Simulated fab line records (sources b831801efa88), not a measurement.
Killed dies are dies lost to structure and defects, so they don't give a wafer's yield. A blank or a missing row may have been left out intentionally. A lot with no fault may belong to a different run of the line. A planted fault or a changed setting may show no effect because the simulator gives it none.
Split-lot experiment -- flow sfq-line -- on a route of 325 steps: 5 lots, 23 wafers read

## THE SPLIT ITSELF
At SFQ_TRILAYER_I1_VIA_LITHO_COAT_049 (resist thk 650 nm), the setting resist-thk-nm was moved away from the recipe's 650 nm on 8 of the 23 wafers read, by +1.8% to +5.3%. The other wafers ran this setting at the recipe's value.

The split's own step is where the reading is taken.

## THE READING
KrF_of_TRILAYER_I1_VIA_LITHO_COAT_049.thk-nm (the simulator's own value, which no gauge read), in nm, at SFQ_TRILAYER_I1_VIA_LITHO_COAT_049 (resist thk 650 nm). The file does not state a usual value for it. The 15 wafers here that ran the recipe average 649.5 nm, standard deviation 1.5 nm.

wafer,"tool, chamber at the split","resist-thk-nm as run, nm",against the recipe,"KrF_of_TRILAYER_I1_VIA_LITHO_COAT_049.thk-nm, nm",against lot-mates on the recipe
L074.1,"litho-track-01, 0",650,recipe,648.2,-
L074.2,"litho-track-01, 0",684.7,+5.3%,684.3,+35.8
L074.3,"litho-track-01, 0",650,recipe,648.3,-
L074.4,"litho-track-01, 0",684.7,+5.3%,682.1,+33.6
L074.5,"litho-track-01, 0",650,recipe,648.9,-
L077.1,"litho-track-02, 0",661.6,+1.8%,662,+10.0
L077.2,"litho-track-02, 0",650,recipe,652.5,-
L077.3,"litho-track-02, 0",661.6,+1.8%,660.7,+8.7
L077.4,"litho-track-02, 0",661.6,+1.8%,661.9,+9.9
L077.5,"litho-track-02, 0",650,recipe,651.5,-
L078.2,"litho-track-01, 0",650,recipe,650.8,-
L078.3,"litho-track-01, 0",650,recipe,652,-
L078.4,"litho-track-01, 0",677.6,+4.2%,679.2,+27.8
L078.5,"litho-track-01, 0",677.6,+4.2%,678.9,+27.5
L078.6,"litho-track-01, 0",677.6,+4.2%,680.9,+29.5
L079.1,"litho-track-03, 0",650,recipe,649.2,-
L079.2,"litho-track-03, 0",650,recipe,649.9,-
L079.3,"litho-track-03, 0",650,recipe,648.5,-
L079.5,"litho-track-03, 0",650,recipe,649.6,-
L079.6,"litho-track-03, 0",650,recipe,648.4,-
L081.1,"litho-track-02, 0",650,recipe,649.1,-
L081.4,"litho-track-02, 0",650,recipe,649.4,-
L081.6,"litho-track-02, 0",650,recipe,646.7,-

FIT RESULTS
A straight line over all 23 wafers: KrF_of_TRILAYER_I1_VIA_LITHO_COAT_049.thk-nm changes by +6.68 nm for each +1% of resist-thk-nm; r = +0.99; the points scatter about the line by 1.7 nm.
The same after taking each lot's own level away (the mean of its wafers on the recipe; 23 wafers): +6.53 nm for each +1%; r = +1.00; scatter 1.1 nm.
According to that fit, moving resist-thk-nm by its largest amount changes the reading by 35 nm.
The span of the lots' own levels, 648.40 to 652.00 nm, comes to 2.4 times the standard deviation stated above.
Hence the lot-to-lot level has little effect on the slope; both slopes agree.
Check: +34.3 nm against its lot-mates is what the line predicts for one of the wafers moved furthest among these (+5.3%) when that wafer is left out of the fit. It came out at +35.8 nm against them.

## THESE WAFERS: OTHER SPLITS
Other splits were also applied to these wafers ahead of the reading. Each is held against what the fit with the lots' levels taken away leaves over:
other split on the same wafers,wafers away from the commonest value,r with KrF_of_TRILAYER_I1_VIA_LITHO_COAT_049.thk-nm (lot level and that fit taken away)
SFQ_TRILAYER_L0_LITHO_COAT_010 resist-thk-nm,6,-0.19
SFQ_TRILAYER_L0_BARC_OPEN_METAL_ETCH_010 bias-w,3,-0.05
SFQ_TRILAYER_L0_VIA_LITHO_PEB_016 peb-time-s,9,-0.36
SFQ_TRILAYER_M0_LITHO_COAT_026 spin-rpm,7,-0.26
SFQ_TRILAYER_M0_ETCH_METAL_ETCH_024 icp-w,5,+0.25
SFQ_TRILAYER_I0_VIA_LITHO_COAT_036 resist-thk-nm,9,-0.53
SFQ_TRILAYER_I0_VIA_LITHO_EXPOSE_032 dose-mj,4,-0.35
SFQ_TRILAYER_M1_DEP_SPUTTER_037 time-s,7,-0.18
SFQ_TRILAYER_M1_LITHO_COAT_044 resist-thk-nm,7,-0.17

## THE FILE'S OWN FIT
KrF_of_TRILAYER_I1_VIA_LITHO_COAT_049.thk-nm changes by +6.48 nm for each +1% of resist-thk-nm, r = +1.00.
